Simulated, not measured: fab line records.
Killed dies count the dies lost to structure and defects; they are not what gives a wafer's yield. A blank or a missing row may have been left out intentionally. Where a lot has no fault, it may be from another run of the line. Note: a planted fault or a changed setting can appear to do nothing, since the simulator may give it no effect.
A lot that was struck, set against a sound lot | flow sky130 | 37 out of 708 route steps
Sound: wafers L962.1, L962.2, L962.6. Wafers L974.2, L974.5, L974.6 were the ones struck. The cause is named last.
Per side, at each step with rows, come the tool, then ch with its chambers, and then its first start. Under that, the readings that differ: sound wafers | struck wafers | difference of the means | sigmas: that difference in standard deviations of wafers without a fault.
alike: readings with means less than 2 such deviations apart, plus words and numbers identical on both sides. not compared: withheld readings, readings lacking a value on some wafer, bounds such as >300 that could conceal the same value, and numbers that have no deviation in the record and whose values overlap.
The two part at a step that has a row with sigmas, a row that says differs or no value, or rows on one side only. Numbers that have no deviation but don't overlap get no sigmas and don't part them. A reading missing from all wafers of one side parts the sides only when that side holds two or more wafers.

first, 10 steps without rows for these wafers: SKY_LDD_LDN_SOFTBAKE_03 (time 60 s); SKY_LDD_LDN_EXPOSE_04 (exposes mask LDNTM, target cd 700 nm); SKY_LDD_LDN_PEB_05; SKY_LDD_LDN_DEVELOP_06 (develop time 60 s); SKY_LDD_LDN_IMPLANT_08; SKY_LDD_LDN_IMPLANT_09; SKY_LDD_LDN_IMPLANT_10; SKY_LDD_LDN_IMPLANT_11; SKY_LDD_LDN_STRIP_12 (strips in O2/N2); SKY_LDD_LDN_CLEAN_14 (cleans in SC1/SC2, time 150 s).
SKY_SPACER_CVD_00: deposits Si3N4 from DCS/NH3, target thk 43.1 nm, time 740 s.
  sound on lpcvd-02 ch 0, day 23 08:19; struck on lpcvd-02 ch 1, day 27 10:32
  reading                                  | sound             | struck            | difference | sigmas
  spike_tc_lower_C (C)                     | 770.1 771.0 772.2 | 766.7 767.9 766.3 | -4.1       | -4
  spike_tc_upper_C (C)                     | 770.8 769.8 768.7 | 764.9 764.8 763.8 | -5.3       | -5
  susceptor_temp_C (C)                     | 770.2 770.8 769.9 | 765.8 765.7 766.0 | -4.5       | -13
  model.Si3N4_of_SPACER_CVD_00.thk_nm (nm) | 42.5 42.66 42.16  | 39.76 39.76 40.04 | -2.59      |
  alike: pressure_mtorr, spike_tc_centre_C
SKY_SPACER_THK_MEAS_01:
  sound on film_metro-03 at day 23 09:31; struck on film_metro-02 at day 27 11:44
  reading                | sound          | struck         | difference | sigmas
  SPACER_CVD_00_THK (nm) | 42.6 42.6 42.1 | 39.8 39.8 40.0 | -2.6       | -6
SKY_SPACER_ETCHBACK_02: etches Si3N4 in CH3F/O2, stops on SiO2, time 46.7 s, target depth 45 nm.
  sound on rie_diel-03 ch 0,2,3, day 23 09:34; struck on rie_diel-03 ch 1,2, day 27 11:47
  reading                  | sound             | struck            | difference | sigmas
  oes_product_au (a.u.)    | 0.848 0.857 0.845 | 0.811 0.825 0.824 | -0.030     | -4
  model.etch.depth_nm (nm) | 42.5 42.66 42.16  | 39.76 39.76 40.04 | -2.59      |
  alike: O2_flow_sccm, bias_w, drypump_motor_current_A, throttle_valve_pct
  not compared: rf_hours_counter_h
then, 22 steps without rows for these wafers: SKY_POLY_CUT_DEHYDRATE_00 (time 60 s); SKY_POLY_CUT_HMDS_01 (prime time 60 s); SKY_POLY_CUT_COAT_02 (resist thk 60 nm); SKY_POLY_CUT_COAT_03 (resist thk 450 nm); SKY_POLY_CUT_SOFTBAKE_04 (time 90 s); SKY_POLY_CUT_EXPOSE_05 (exposes mask NPCM, target cd 270 nm); SKY_POLY_CUT_PEB_06; SKY_POLY_CUT_DEVELOP_07 (develop time 60 s); SKY_POLY_CUT_ETCH_10 (etches BARC in N2/H2, stops on SiO2, time 45.9 s, target depth 60 nm); SKY_POLY_CUT_ETCH_11 (etches Si3N4 in CF4/CH2F2/Ar, stops on poly-Si, time 42.5 s, target depth 60 nm); SKY_POLY_CUT_STRIP_12 (strips in O2/N2); SKY_SD_P_DEHYDRATE_00 (time 60 s); SKY_SD_P_HMDS_01 (prime time 60 s); SKY_SD_P_COAT_02 (resist thk 1140 nm); SKY_SD_P_SOFTBAKE_03 (time 60 s); SKY_SD_P_EXPOSE_04 (exposes mask PSDM, target cd 380 nm); SKY_SD_P_PEB_05; SKY_SD_P_DEVELOP_06 (develop time 60 s); SKY_SD_P_IMPLANT_09; SKY_SD_P_STRIP_10 (strips in O2/N2); SKY_RES_XHIGH_DEHYDRATE_00 (time 60 s); SKY_RES_XHIGH_HMDS_01 (prime time 60 s).
-- the record jumps here: 5 days lie between the struck wafers' starts before and after (it left off in module RES_XHIGH and takes up again in module SALICIDE, whose first step shown is number 361 of the route) --
SKY_SALICIDE_CLEAN_00: cleans in HF-last, time 30 s.
  sound on wet_bench-02 ch 2, day 28 09:11; struck on wet_bench-02 ch 1, day 32 05:19
  reading                                  | sound             | struck            | difference | sigmas
  model.Si3N4_of_SPACER_CVD_00.thk_nm (nm) | 41.51 41.68 41.18 | 38.77 38.77 39.06 | -2.59      |
-- the record jumps here: 17 days lie between the struck wafers' starts before and after (it left off in module SALICIDE and takes up again in module PAD_OPEN, whose first step shown is number 708 of the route) --
SKY_PAD_OPEN_PROBE_99:
  sound on prober-02 at day 46 02:31; struck on prober-02 at day 48 21:34
  reading                                 | sound                | struck              | difference | sigmas
  model.etest.sonos_uncharged.r_on_ohm_um | 809.7 806 816.8      | 798.4 798.7 777.5   | -19.3      |
  model.etest.pfet_01v8.drive_ua_um       | 200.7 198.7 198      | 196.2 196 197.7     | -2.5       |
  model.etest.pfet_01v8.off_log10_a_um    | -9.259 -9.174 -9.127 | -9.331 -9.496 -9.48 | -0.249     |
  alike: killed_at_M0_to_M3, killed_at_M4_up, killed_at_contacts, killed_at_front_end, killed_at_other, killed_dies, killed_open, killed_short
  not compared: model.etest.pfet_01v8.r_on_ohm_um, model.etest.pfet_01v8_hvt.drive_ua_um, model.etest.pfet_01v8_hvt.off_log10_a_um

## WHERE THEY PART
Last at SKY_SPACER_ETCHBACK_02 as far as this record goes, first at SKY_SPACER_CVD_00. Later steps at which nothing parts them and some readings are alike: SKY_PAD_OPEN_PROBE_99.

WHY: what the simulator had put in
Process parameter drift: lpcvd-02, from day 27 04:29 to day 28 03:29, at SKY_SPACER_CVD_00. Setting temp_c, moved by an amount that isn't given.
